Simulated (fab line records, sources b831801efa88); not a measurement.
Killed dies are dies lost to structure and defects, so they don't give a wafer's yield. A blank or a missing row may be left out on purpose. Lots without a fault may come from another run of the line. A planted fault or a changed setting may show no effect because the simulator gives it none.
A struck lot beside a sound one | flow sky130 | 27 steps out of a route of 708
Sound: wafers L731.2, L731.3, L731.5. Struck: wafer L739.1. (L739.4, L739.5 of the same lot were not struck and are left out.) The cause comes at the end.
At each step with rows: each side's tool, then ch and its chambers, then its first start. Under that, the readings that differ: sound wafers | struck wafers | difference of the means | sigmas: that difference in standard deviations of wafers without a fault.
alike: readings whose means differ by less than 2 such deviations, and words and numbers that are the same on both sides. not compared: withheld readings, readings that some wafer has no value for, bounds like >300 that may hide the same value, and numbers for which the record gives no deviation and whose values overlap.
The two part at a step that has a row with sigmas, a row that says differs or no value, or rows on one side only. Numbers that don't overlap but have no deviation are shown without sigmas and don't part them. A reading that every wafer of one side lacks parts them only if that side has two wafers or more.

first, 2 steps without rows for these wafers: SKY_LDD_LDN_PEB_05; SKY_LDD_LDN_DEVELOP_06 (develop time 60 s).
SKY_LDD_LDN_OVL_MEAS_07:
  sound on overlay-01, day 25 11:43; struck on overlay-02, day 28 11:43
  alike: LDD_LDN_OVL
then, 4 steps without rows for these wafers: SKY_LDD_LDN_IMPLANT_08; SKY_LDD_LDN_IMPLANT_09; SKY_LDD_LDN_IMPLANT_10; SKY_LDD_LDN_IMPLANT_11.
SKY_LDD_LDN_STRIP_12: strips in O2/N2.
  sound on plasma_asher-01 ch 0,1, day 25 12:20; struck on plasma_asher-01 ch 1, day 28 12:20
  reading                        | sound                | struck | difference | sigmas
  chamber_pressure_mTorr (mTorr) | 1501.3 1498.2 1501.0 | 1497.4 | -2.8       | -2
  alike: drypump_motor_current_A, n2_flow_sccm, oes_product_au, strip_time_to_endpoint_s
  not compared: rf_hours_counter_h
SKY_LDD_LDN_TW_MEAS_13:
  sound on film_metro-03, day 25 12:27; struck on film_metro-02, day 28 12:26
  alike: LDD_LDN_TW
then, 2 steps without rows for these wafers: SKY_LDD_LDN_CLEAN_14 (cleans in SC1/SC2, time 150 s); SKY_SPACER_CVD_00 (deposits Si3N4 from DCS/NH3, target thk 43.1 nm, time 740 s).
SKY_SPACER_THK_MEAS_01:
  sound on film_metro-03, day 25 13:47; struck on film_metro-01, day 28 13:46
  alike: SPACER_CVD_00_THK
SKY_SPACER_ETCHBACK_02: etches Si3N4 in CH3F/O2, stops on SiO2, time 46.7 s, target depth 45 nm.
  sound on rie_diel-01 ch 1,2, day 25 13:50; struck on rie_diel-02 ch 0, day 28 13:49
  reading                                    | sound                | struck | difference | sigmas
  oes_product_au (a.u.)                      | 0.852 0.861 0.854    | 0.760  | -0.096     | -15
  run_length_s (s)                           | 74.7 74.7 74.8       | 88.0   | +13.3      | +31
  throttle_valve_pct (%)                     | 10.566 10.574 10.566 | 10.551 | -0.018     | -2
  model.SiO2_of_SONOS_ONO_CVD_04.thk_nm (nm) | 4.281 4.224 4.292    | 3.026  | -1.240     |
  alike: chamber_pressure_mTorr, drypump_motor_current_A
  not compared: rf_hours_counter_h
then, 8 steps without rows for these wafers: SKY_POLY_CUT_DEHYDRATE_00 (time 60 s); SKY_POLY_CUT_HMDS_01 (prime time 60 s); SKY_POLY_CUT_COAT_02 (resist thk 60 nm); SKY_POLY_CUT_COAT_03 (resist thk 450 nm); SKY_POLY_CUT_SOFTBAKE_04 (time 90 s); SKY_POLY_CUT_EXPOSE_05 (exposes mask NPCM, target cd 270 nm); SKY_POLY_CUT_PEB_06; SKY_POLY_CUT_DEVELOP_07 (develop time 60 s).
SKY_POLY_CUT_CD_MEAS_08: target cd 270 nm.
  sound on cd_sem-02, day 26 18:59; struck on cd_sem-01, day 29 17:44
  alike: cd_nm
SKY_POLY_CUT_OVL_MEAS_09:
  sound on overlay-02, day 26 19:05; struck on overlay-02, day 29 17:52
  alike: POLY_CUT_OVL
SKY_POLY_CUT_ETCH_10: etches BARC in N2/H2, stops on SiO2, time 45.9 s, target depth 60 nm.
  sound on rie_diel-02 ch 0,1,2, day 26 19:07; struck on rie_diel-04 ch 1, day 29 17:54
  alike: chamber_pressure_mTorr, drypump_motor_current_A, h2_flow_sccm, n2_flow_sccm, oes_product_au, throttle_valve_pct
  not compared: rf_hours_counter_h
SKY_POLY_CUT_ETCH_11: etches Si3N4 in CF4/CH2F2/Ar, stops on poly-Si, time 42.5 s, target depth 60 nm.
  sound on rie_diel-02 ch 0,1,2, day 26 19:10; struck on rie_diel-04 ch 1, day 29 17:56
  reading                              | sound             | struck | difference | sigmas
  oes_product_au (a.u.)                | 0.830 0.838 0.822 | 0.797  | -0.033     | -5
  model.etch.depth_nm (nm)             | 61.86 62.37 61.39 | 57.87  | -4.00      |
  model.POLY_CUT.feature_depth_nm (nm) | 61.86 62.37 61.39 | 57.87  | -4.00      |
  alike: chamber_pressure_mTorr, drypump_motor_current_A, mfc_ar_sccm, throttle_valve_pct
  not compared: rf_hours_counter_h
SKY_POLY_CUT_STRIP_12: strips in O2/N2.
  sound on plasma_asher-04 ch 0,1, day 26 19:13; struck on plasma_asher-03 ch 1, day 29 17:59
  reading                        | sound                | struck | difference | sigmas
  chamber_pressure_mTorr (mTorr) | 1498.4 1500.1 1498.5 | 1501.9 | +2.9       | +2
  alike: drypump_motor_current_A, n2_flow_sccm, oes_product_au, strip_time_to_endpoint_s
  not compared: rf_hours_counter_h
-- the record jumps here: 20 days lie between the struck wafers' starts before and after (it left off in module POLY_CUT and takes up again in module PAD_OPEN, whose first step shown is number 708 of the route) --
SKY_PAD_OPEN_PROBE_99:
  sound on prober-01, day 47 11:50; struck on prober-02, day 49 13:53
  reading                                 | sound             | struck | difference | sigmas
  model.etest.pfet_01v8.r_on_ohm_um       | 2949 2931 2908    | 2731   | -198       |
  model.etest.res_pdiff.line_ohm_um       | 1357 1356 1364    | 1298   | -61        |
  model.etest.res_ndiff.line_ohm_um       | 769.8 765.3 769.6 | 728.8  | -39.4      |
  model.etest.sonos_uncharged.r_on_ohm_um | 811.8 823.5 820.6 | 791    | -28        |
  model.etest.pfet_01v8.drive_ua_um       | 190.8 187.9 190.5 | 209.1  | +19.4      |
  model.etest.res_pdiff.rs_ohm_sq         | 198.1 198.4 196.7 | 189.7  | -8.0       |
  model.etest.sram_pfet_latch.drive_ua_um | 143.4 144.4 143.8 | 159.5  | +15.6      |
  model.etest.pfet_01v8_hvt.drive_ua_um   | 142.1 140.5 142.2 | 155.5  | +13.9      |
  alike: killed_at_M0_to_M3, killed_at_M4_up, killed_at_contacts, killed_at_front_end, killed_at_other, killed_dies, killed_open, killed_short

WHERE THEY PART
First at SKY_LDD_LDN_STRIP_12; last, within this record, at SKY_POLY_CUT_STRIP_12. Later steps at which nothing parts them and some readings are alike: SKY_PAD_OPEN_PROBE_99.

WHY: what the simulator had put in
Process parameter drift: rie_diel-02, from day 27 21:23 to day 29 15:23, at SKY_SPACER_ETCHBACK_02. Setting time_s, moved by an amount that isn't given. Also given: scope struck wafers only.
